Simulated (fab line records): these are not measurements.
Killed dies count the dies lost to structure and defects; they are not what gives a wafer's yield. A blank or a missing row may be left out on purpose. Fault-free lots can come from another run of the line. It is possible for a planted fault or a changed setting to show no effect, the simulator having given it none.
A lot that was struck, set against a sound lot    flow gf180mcu    15 steps out of a route of 602
Sound: these wafers, L422.2, L422.4, L422.6. The struck wafers were L428.1, L428.2, L428.4. At the end, the cause is stated.
Per side, at each step with rows, come the tool, then ch with its chambers, and then its first start. Under that, the readings that differ: sound wafers    struck wafers    difference of the means    sigmas: that difference in standard deviations of wafers without a fault.
alike: readings with means less than 2 such deviations apart, plus words and numbers identical on both sides. not compared: withheld readings, readings lacking a value on some wafer, bounds such as >300 that could conceal the same value, and numbers that have no deviation in the record and whose values overlap.
A row with sigmas, a row that says differs or no value, or rows on one side alone: a step with any of these is where the two part. Non-overlapping numbers with no deviation appear without sigmas and do not part them. A reading that every wafer of one side lacks parts them only if that side has two wafers or more.

first, 6 steps without rows for these wafers: GF_CONTACT_DEHYDRATE_06 (time 60 s); GF_CONTACT_HMDS_07 (prime time 60 s); GF_CONTACT_COAT_08; GF_CONTACT_COAT_09 (resist thk 1000 nm); GF_CONTACT_SOFTBAKE_10 (time 60 s); GF_CONTACT_EXPOSE_11 (exposes mask Contact, target cd 220 nm).
GF_CONTACT_PEB_12: peb time 93.16 s.
  sound: litho-track-03 ch 0; struck: litho-track-02 ch 0
  alike: heater-power-total-W, plate-sensor-t-centre-C, plate-sensor-t-edge-C
then, 1 step without rows for these wafers: GF_CONTACT_DEVELOP_13 (develop time 60 s).
GF_CONTACT_CD_MEAS_14: the cd target is 220 nm.
  sound: cd-sem-01 at day 19 19:49; struck: cd-sem-02 at day 21 19:06
  alike: cd-nm
GF_CONTACT_OVL_MEAS_15:
  sound: overlay-02 at day 19 19:56; struck: overlay-02 at day 21 19:13
  alike: CONTACT_OVL
GF_CONTACT_ETCH_16: etches BARC in N2/H2.
  sound on rie-diel-01 ch 0,1, day 19 19:58; struck on rie-diel-01 ch 0,1, day 21 19:16
  alike: drypump-motor-current-A, h2-flow-sccm, oes-product-au, throttle-valve-pct
GF_CONTACT_ETCH_17: etches SiO2 in C4F8/O2/Ar, stops on CoSi2, target depth 860 nm.
  sound: rie-diel-01 ch 0,1; struck: rie-diel-01 ch 0,1
  alike: oes-product-au
GF_CONTACT_STRIP_18: strips in O2/N2.
  sound on plasma-asher-02 ch 1, day 19 20:07; struck on plasma-asher-01 ch 0,1, day 21 19:30
reading                      sound                 struck                difference  sigmas
drypump-motor-current-A (A)  6.4 6.4 6.4           5.4 5.5 5.5           -0.9        -2
platen-temp-c (C)            250.02 249.72 249.94  259.69 259.38 259.49  +9.63       +57
  alike: heater-power-w, oes-product-au
  not compared: rf-hours-counter-h
then, 2 steps without rows for these wafers: GF_CONTACT_CLEAN_19 (cleans in SPM); GF_PASSIVATION_PROBE_99.

== WHERE THEY PART ==
Within this record, at GF_CONTACT_STRIP_18 only.

WHY: whatever the simulator had introduced
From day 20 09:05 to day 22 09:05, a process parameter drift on plasma-asher-01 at GF_CONTACT_STRIP_18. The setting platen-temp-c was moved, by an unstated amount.
